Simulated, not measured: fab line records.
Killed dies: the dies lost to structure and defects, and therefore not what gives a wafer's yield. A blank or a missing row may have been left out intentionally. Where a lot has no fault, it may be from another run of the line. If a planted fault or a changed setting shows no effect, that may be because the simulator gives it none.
What tool caused it? | flow sky130 | at 1 step of a route of 708, 11 lots with 33 wafers sampled

## WHAT THE GAUGES READ, wafer by wafer
SKY_POLY_CUT_OVL_MEAS_09.
lot  | measured     | on         | POLY_CUT_OVL (nm)
L452 | day 24 23:37 | overlay-01 | -5 -3 1
L453 | day 25 03:03 | overlay-02 | 8 3 5
L457 | day 25 16:49 | overlay-01 | -3 -2 4
L456 | day 25 20:16 | overlay-02 | -2 9 -3
L458 | day 27 00:43 | overlay-01 | -7 -2 5
L460 | day 27 08:03 | overlay-01 | 0 -2 -4
L459 | day 27 09:01 | overlay-01 | 8 7 -1
L463 | day 28 07:13 | overlay-01 | -5 -1 0
L467 | day 30 00:54 | overlay-01 | 4 3 8
L469 | day 30 08:01 | overlay-01 | -7 -2 -11
L473 | day 31 13:49 | overlay-01 | -2 6 -13

## TOOL THAT RAN EACH LOT (tool first, then ch and the chambers of the sampled wafers, then the start)
The record holds no process step before these readings.

## THE ANSWER, worked out from the rows above alone
Rule: usual is defined by the lots themselves. The widest of any qualifying gaps counts: lots, ordered by their means at a reading, are off when they make up no more than a third of the lots, leave a main group of 4 or more, and stand apart from it by 3 or more times the standard deviation of that group's means. A main group whose means are all the same, to the digits that the tables above print for the reading, isn't used. Also off: a lot with no number at a reading for which 4 or more lots have one. Any other lot the step has rows for is counted as sound.
No lot is off at any reading shown: from this, nothing can be told.

## WHAT HAD BEEN PUT IN BY THE SIMULATOR
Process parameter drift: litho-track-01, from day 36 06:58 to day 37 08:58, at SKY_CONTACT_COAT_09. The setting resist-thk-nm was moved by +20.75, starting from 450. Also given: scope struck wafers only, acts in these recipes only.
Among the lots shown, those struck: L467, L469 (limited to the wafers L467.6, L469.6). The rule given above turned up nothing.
